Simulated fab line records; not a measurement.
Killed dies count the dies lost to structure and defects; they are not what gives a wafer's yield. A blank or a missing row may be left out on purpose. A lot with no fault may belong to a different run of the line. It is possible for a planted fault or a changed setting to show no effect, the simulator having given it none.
Chamber matching + flow sky130 + 3 sister chambers for SKY_VIA2_HDPCVD_00 on hdpcvd-01
The step deposits SiO2, target thk 1180 nm, time 196.7 s. 6 wafers are shown with their chamber, then 7 later ones without.

WAFERS PAIRED WITH THEIR CHAMBERS
| wafer  | chamber | run_length_s (s) |
|--------|---------|------------------|
| L271.2 | 0       | 224.8            |
| L271.5 | 0       | 225.6            |
| L272.4 | 1       | 225.3            |
| L272.6 | 2       | 224.5            |
| L283.1 | 2       | 224.6            |
| L283.2 | 1       | 224.7            |

WAFERS WITHOUT THEIR CHAMBER
| wafer  | run_length_s (s) |
|--------|------------------|
| L283.6 | 224.6            |
| L285.1 | 224.8            |
| L285.2 | 225.2            |
| L285.5 | 225.1            |
| L287.1 | 224.8            |
| L287.3 | 225.0            |
| L287.5 | 224.6            |

EACH ONE'S CHAMBER
| wafer  | from the rows above          | in truth |
|--------|------------------------------|----------|
| L283.6 | can't be placed: 2 or 1 or 0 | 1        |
| L285.1 | can't be placed: 1 or 2 or 0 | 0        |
| L285.2 | can't be placed: 0 or 1 or 2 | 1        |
| L285.5 | can't be placed: 0 or 1 or 2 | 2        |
| L287.1 | can't be placed: 1 or 2 or 0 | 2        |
| L287.3 | can't be placed: 1 or 0 or 2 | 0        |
| L287.5 | can't be placed: 2 or 1 or 0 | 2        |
Correct placement for 0 of the 7. From these rows, 7 cannot be placed; in 7 the true chamber is one of the candidates. Placed wrongly: 0.
How it was worked out, from the rows above alone: a wafer's distance from a chamber is the root of the sum, over the readings, of the square of ((its reading less the chamber's mean) divided by the reading's scatter). If the next closest chamber is less than 2 further off than the closest, the wafer can't be placed; otherwise it belongs to the closest. A chamber's mean is the mean of its shown wafers. The scatter: take each reading less its chamber's mean, square it, sum over the shown wafers, divide by the number of wafers less the number of chambers, and take the root.
